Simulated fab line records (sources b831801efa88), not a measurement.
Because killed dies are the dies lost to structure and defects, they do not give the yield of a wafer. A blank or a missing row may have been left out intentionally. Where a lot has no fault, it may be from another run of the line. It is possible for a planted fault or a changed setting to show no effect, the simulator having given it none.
Which tool did it? -- flow sky130 -- 11 lots, 32 wafers sampled, at 4 steps of a route of 708

== WHAT EACH GAUGE READ, for each wafer ==
SKY_VIA1_THK_MEAS_01. Usual: VIA1_HDPCVD_THK gives 1028 nm (standard deviation 10).
lot,measured,on,VIA1_HDPCVD_THK (nm),flag
L141,day 32 11:06,filmMetro-02,1019 1029 1041,
L142,day 32 23:29,filmMetro-04,1009 1019 1024,
L144,day 34 14:13,filmMetro-02,1017 1025 1006,
L143,day 34 16:52,filmMetro-03,1025 1024 1025,
L146,day 34 17:33,filmMetro-04,1041 1049 1036,
L148,day 35 03:28,filmMetro-03,1014 1041 1030,
L149,day 35 04:36,filmMetro-02,1034 1048 1029,
L151,day 36 02:02,filmMetro-02,1013 1029 1023,
L152,day 36 14:44,filmMetro-03,1010 1017 1014,
L153,day 37 03:07,filmMetro-03,726 1042 730,OFF
L155,day 37 08:20,filmMetro-02,737 737,OFF

== WHICH TOOL RAN EACH LOT (tool, then ch and the chambers of the sampled wafers, then the start) ==
lot,SKY_LOCAL_INTERCONNECT_ETCH_13,SKY_METAL1_SPUTTER_01,SKY_VIA1_HDPCVD_00
L141,"rieMetal-03 ch 0,1, day 29 23:04","pvdSputter-02, day 31 06:19","hdpcvd-01 ch 0,1,2, day 32 10:59"
L142,"rieMetal-03 ch 0,1, day 30 12:59","pvdSputter-04, day 31 19:55","hdpcvd-02 ch 0,1,2, day 32 23:22"
L144,"rieMetal-02 ch 1, day 32 06:10","pvdSputter-04, day 33 11:02","hdpcvd-01 ch 0,2, day 34 14:06"
L143,"rieMetal-02 ch 1, day 32 07:08","pvdSputter-02, day 33 13:00","hdpcvd-02 ch 0,1,2, day 34 16:44"
L146,"rieMetal-01 ch 0,1, day 32 07:14","pvdSputter-01, day 33 13:05","hdpcvd-01 ch 1,2, day 34 17:26"
L148,"rieMetal-02 ch 1, day 32 18:07","pvdSputter-02, day 34 00:06","hdpcvd-02 ch 0,1, day 35 03:22"
L149,"rieMetal-01 ch 0,1, day 32 19:27","pvdSputter-02, day 34 00:59","hdpcvd-02 ch 0,1,2, day 35 04:29"
L151,"rieMetal-01 ch 0,1, day 33 17:22","pvdSputter-04, day 34 22:42","hdpcvd-01 ch 1,2, day 36 01:55"
L152,"rieMetal-01 ch 0,1, day 34 06:04","pvdSputter-02, day 35 11:25","hdpcvd-01 ch 1,2, day 36 14:37"
L153,"rieMetal-03 ch 0,1, day 34 19:13","pvdSputter-02, day 35 23:47","hdpcvd-01 ch 0,1,2, day 37 03:01"
L155,"rieMetal-02 ch 0, day 34 23:26","pvdSputter-04, day 36 05:22","hdpcvd-01 ch 0,2, day 37 08:15"
- SKY_LOCAL_INTERCONNECT_ETCH_13: etches BARC in N2/H2, stops on SiO2, time 45.9 s, target depth 60 nm.
- SKY_METAL1_SPUTTER_01: material TiN, target thk 20 nm, time 16.7 s.
- SKY_VIA1_HDPCVD_00: deposits SiO2, target thk 1030 nm, time 171.7 s.

== AS READ BY THE TOOLS THEMSELVES (means over the sampled wafers that have a number; for cases with no such wafer, the mark the record gives instead) ==
SKY_LOCAL_INTERCONNECT_ETCH_13. Usual: drypumpMotorCurrentA 6.18 A, standard deviation 0.19; oesProductAu 0.855 a.u., standard deviation 0.0042; throttleValvePct 13.225 %, standard deviation 0.009.
lot,tool,drypumpMotorCurrentA (A),oesProductAu (a.u.),throttleValvePct (%),flag
L141,rieMetal-03,6.15,0.854,13.227,
L142,rieMetal-03,6.15,0.851,13.228,
L144,rieMetal-02,6.24,0.854,13.228,
L143,rieMetal-02,6.24,0.854,13.218,
L146,rieMetal-01,6.36,0.856,13.228,
L148,rieMetal-02,6.24,0.855,13.229,
L149,rieMetal-01,6.35,0.851,13.229,
L151,rieMetal-01,6.36,0.853,13.226,
L152,rieMetal-01,6.29,0.849,13.227,
L153,rieMetal-03,6.15,0.856,13.226,
L155,rieMetal-02,5.74,0.854,13.247,

SKY_METAL1_SPUTTER_01. Usual: cathodeDcPowerW 6500.1 W, standard deviation 1.1; throttleValvePct 30.1 %, standard deviation 1.1.
lot,tool,cathodeDcPowerW (W),throttleValvePct (%),flag
L141,pvdSputter-02,6499.4,30.1,
L142,pvdSputter-04,6499.8,31.7,
L144,pvdSputter-04,6499.2,30.7,
L143,pvdSputter-02,6499.9,29.9,
L146,pvdSputter-01,6500.1,30.2,
L148,pvdSputter-02,6500.6,29.0,
L149,pvdSputter-02,6500.2,30.6,
L151,pvdSputter-04,6498.9,30.7,
L152,pvdSputter-02,6499.9,29.3,
L153,pvdSputter-02,6499.2,29.5,
L155,pvdSputter-04,6500.7,29.5,

SKY_VIA1_HDPCVD_00. Usual: 199.5 s for runLengthS, sd 0.71.
lot,tool,runLengthS (s),flag
L141,hdpcvd-01,199.4,
L142,hdpcvd-02,199.4,
L144,hdpcvd-01,200.0,
L143,hdpcvd-02,199.5,
L146,hdpcvd-01,199.0,
L148,hdpcvd-02,199.9,
L149,hdpcvd-02,199.3,
L151,hdpcvd-01,199.1,
L152,hdpcvd-01,199.5,
L153,hdpcvd-01,165.5,OFF
L155,hdpcvd-01,148.8,OFF

== THE ANSWER, worked out from the rows above alone ==
Rule: lot off if the mean of its wafers having a number is beyond 3 standard deviations from the usual mean. Also off: a lot with no number at a reading for which 4 or more lots have one. All remaining lots with rows at the step are treated as sound. Order of review: gauges by route order, followed by the tools' own readings, for which a lot's mean as printed above is used. At the first step where some lot is off, the reading lying furthest off is the one used; lots without a number count as furthest.
Off: L153, L155, seen at SKY_VIA1_THK_MEAS_01 (VIA1_HDPCVD_THK).
A tool fits if, at a process step before that reading, it ran every lot that is off, and no sound lot after the first of them. Not tried: the gauges at SKY_VIA1_THK_MEAS_01; whatever is off there is also off at SKY_VIA1_HDPCVD_00, on other tools, and gauge error can't account for it. One candidate fits, namely hdpcvd-01 at SKY_VIA1_HDPCVD_00. A fault onset in the window from L152 (day 36 14:37, its last sound lot) to L153 (day 37 03:01, its first lot off) fits.
The tool's own readings at SKY_VIA1_HDPCVD_00 bear it out: on the lots that are off they differ by more than 5 times the standard deviation of the sound lots' means. runLengthS reads 157.2 s there against 199.5 s on the sound lots.

== WHAT THE SIMULATOR HAD INSERTED ==
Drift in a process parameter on hdpcvd-01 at SKY_VIA1_HDPCVD_00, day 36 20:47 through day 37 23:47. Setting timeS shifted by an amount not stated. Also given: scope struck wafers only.
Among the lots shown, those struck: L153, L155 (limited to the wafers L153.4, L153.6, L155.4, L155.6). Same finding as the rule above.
